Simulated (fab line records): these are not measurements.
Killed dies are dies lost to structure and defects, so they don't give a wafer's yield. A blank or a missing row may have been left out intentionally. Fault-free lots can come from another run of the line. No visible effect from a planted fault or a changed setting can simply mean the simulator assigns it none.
8D (eight disciplines) problem report, filled in by code -- flow gf180mcu -- the parts of the form that need people (team, actions taken, sign-off) are left out

## 1. WHAT WENT WRONG
Across 6 wafers from 2 lots, M4_ALCU_RS at GF_M4_RS_MEAS_05 averages 0.1217 ohm/sq, while fault-free wafers read 0.0697 ohm/sq with a standard deviation of 0.00063. That puts it +83 standard deviations away from the usual mean.
The step: measures by four-point-probe.
The first sign was on wafer L799.1 at day 26 16:30, on film_metro-03. The record holds 30 wafers of 10 lots with a number at this step. By rule, "out" or "out of limits" means more than 4 standard deviations away from the usual mean. The other wafers with a number count as sound.

## 2. WHAT IT IS AND WHAT IT IS NOT
question,is,is not
which readings at this step,M4_ALCU_RS,-
which lots,"L799, L800","L795, L796, L798, L804, L805, L808, L810, L811"
which wafers of those lots,all that have a number,-
read on which gauges,film_metro-03,"film_metro-01, film_metro-04"
when,from day 26 16:30,"up to then (9 sound wafers); but 15 sound wafers of L804, L805, L808, L810, L811 came after"

## 3. WHAT RULES OUT EACH SUSPECT
Counting: a tool stays on the suspect list if, at a process step up to the reading, it processed all lots that are out and no sound lot following the first of them.
- the gauge at GF_M4_RS_MEAS_05 is ruled out. All the wafers that are out were read on film_metro-03, but those of them that GF_M4_METAL_ETCH_16 has rows for are out there too, on other tools.
- pvd_sputter-02 at GF_M4_SPUTTER_00 (material Ti, target thk 37.5 nm, time 150 s): kept. It ran every lot that is out, first L799 (day 26 16:17), and no sound lot after that; its last sound lot up to then is L796 (day 25 20:37).
- pvd_sputter-02 at GF_M4_SPUTTER_02 (material AlCu, target thk 450 nm, time 23.9 s): kept. It ran every lot that is out, first L799 (day 26 16:25), and no sound lot after that; its last sound lot up to then is L796 (day 25 20:44).
Remaining after the count are pvd_sputter-02 at GF_M4_SPUTTER_00 and pvd_sputter-02 at GF_M4_SPUTTER_02.

## 4. THE CAUSE (what the simulator had put in)
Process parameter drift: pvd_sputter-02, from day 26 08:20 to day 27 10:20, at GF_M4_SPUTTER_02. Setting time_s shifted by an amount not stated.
Counting leaves 2 suspects; this tool is one of them.

## 5. SEQUENCE OF EFFECTS, ordered by route
Each row: a reading where the mean over the struck wafers with a number is more than 3 standard deviations away from the usual. Only readings for which the record gives a usual standard deviation are gone through. hours: the time from each lot's start at the first step in this table that gives one to its start at this step, as a median over the lots. sigmas: the change in usual standard deviations.
hours,step,reading,usual,on struck wafers,change,sigmas
0,GF_M4_RS_MEAS_05,M4_ALCU_RS,0.0697 ohm/sq,0.1217,+0.0520,+83
0,GF_M4_THK_MEAS_06,M4_ALCU_THK,445 nm,256,-189,-38
20,GF_M4_METAL_ETCH_16,oes_product_au,0.971 a.u.,0.782,-0.189,-31
20,GF_M4_METAL_ETCH_16,throttle_valve_pct,28.251 %,28.451,+0.200,+20
Its process steps:
- GF_M4_METAL_ETCH_16: etches the open film in Cl2/BCl3, stops on SiO2, target depth 627.5 nm, time 104.6 s.

## 6. WHAT WOULD HAVE CAUGHT IT SOONER
In this record the first reading out of limits at a measuring or inspecting step was taken at day 26 16:30, 8 hours after the fault began at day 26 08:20.
Of the tool readings at GF_M4_SPUTTER_02 for which the record gives a usual standard deviation, none was out on any struck wafer, so an alarm limit of 4 standard deviations on them would not have fired.
Among the 2 lots that are out, L800 began GF_M4_SPUTTER_02 on pvd_sputter-02 after day 26 16:30. Putting the tool on hold at that point would have spared it.
